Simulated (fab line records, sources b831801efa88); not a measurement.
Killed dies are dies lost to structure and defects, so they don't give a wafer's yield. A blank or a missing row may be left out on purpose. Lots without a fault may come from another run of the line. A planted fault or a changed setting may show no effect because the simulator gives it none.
Which tool did it? | flow gf180mcu | 6 lots, 18 wafers sampled, at 3 steps of a route of 602

WHAT THE GAUGES READ, wafer by wafer
GF_V1_THK_MEAS_01.
lot  | measured     | on            | V1_CVD_00_THK (nm)
L484 | day 17 21:39 | film_metro-02 | 616 597 604
L488 | day 19 12:04 | film_metro-04 | 608 601 600
L492 | day 20 23:35 | film_metro-03 | 614 607 610
L495 | day 22 02:06 | film_metro-04 | 595 604 589
L497 | day 23 01:20 | film_metro-04 | 299 291 312
L499 | day 23 09:14 | film_metro-04 | 302 307 303

WHICH TOOL RAN EACH LOT (tool, then ch and the chambers of the sampled wafers, then the start)
lot  | GF_M1_STRIP_17                       | GF_V1_CVD_00
L484 | plasma_asher-04 ch 0,1, day 17 20:58 | hdpcvd-02 ch 0,2, day 17 21:32
L488 | plasma_asher-01 ch 0,1, day 19 11:29 | hdpcvd-01 ch 1,2, day 19 11:59
L492 | plasma_asher-02 ch 0,1, day 20 22:56 | hdpcvd-01 ch 1,2, day 20 23:31
L495 | plasma_asher-04 ch 0,1, day 22 01:30 | hdpcvd-01 ch 0,1, day 22 02:01
L497 | plasma_asher-04 ch 0,1, day 23 00:43 | hdpcvd-01 ch 0,1,2, day 23 01:16
L499 | plasma_asher-02 ch 0,1, day 23 08:37 | hdpcvd-01 ch 0,2, day 23 09:09
- GF_M1_STRIP_17: strips in O2/N2.
- GF_V1_CVD_00: deposits SiO2, target thk 600 nm, time 100 s.

THE ANSWER, worked out from the rows above alone
Rule: what is usual is taken from the lots themselves. Put in order of their means at a reading, lots are off if they are a third of the lots or fewer, leave a main group of 4 or more, and stand apart from it by a gap of 3 or more times the standard deviation of the main group's means; of several such gaps the widest counts. A main group whose means are all the same, to the digits that the tables above print for the reading, isn't used. A lot without any number at a reading at which 4 lots or more have one is off too. The other lots that the step has rows for count as sound.
Off: L497, L499, at GF_V1_THK_MEAS_01 (V1_CVD_00_THK). The main group: mean 604 nm, standard deviation 5.2.
A tool fits if, at a process step before that reading, it ran every lot that is off, and no sound lot after the first of them. The gauges at GF_V1_THK_MEAS_01 are tried like those tools. Can't be told from this: 2 tools fit, hdpcvd-01 at GF_V1_CVD_00, film_metro-04 at GF_V1_THK_MEAS_01.

WHAT THE SIMULATOR HAD PUT IN
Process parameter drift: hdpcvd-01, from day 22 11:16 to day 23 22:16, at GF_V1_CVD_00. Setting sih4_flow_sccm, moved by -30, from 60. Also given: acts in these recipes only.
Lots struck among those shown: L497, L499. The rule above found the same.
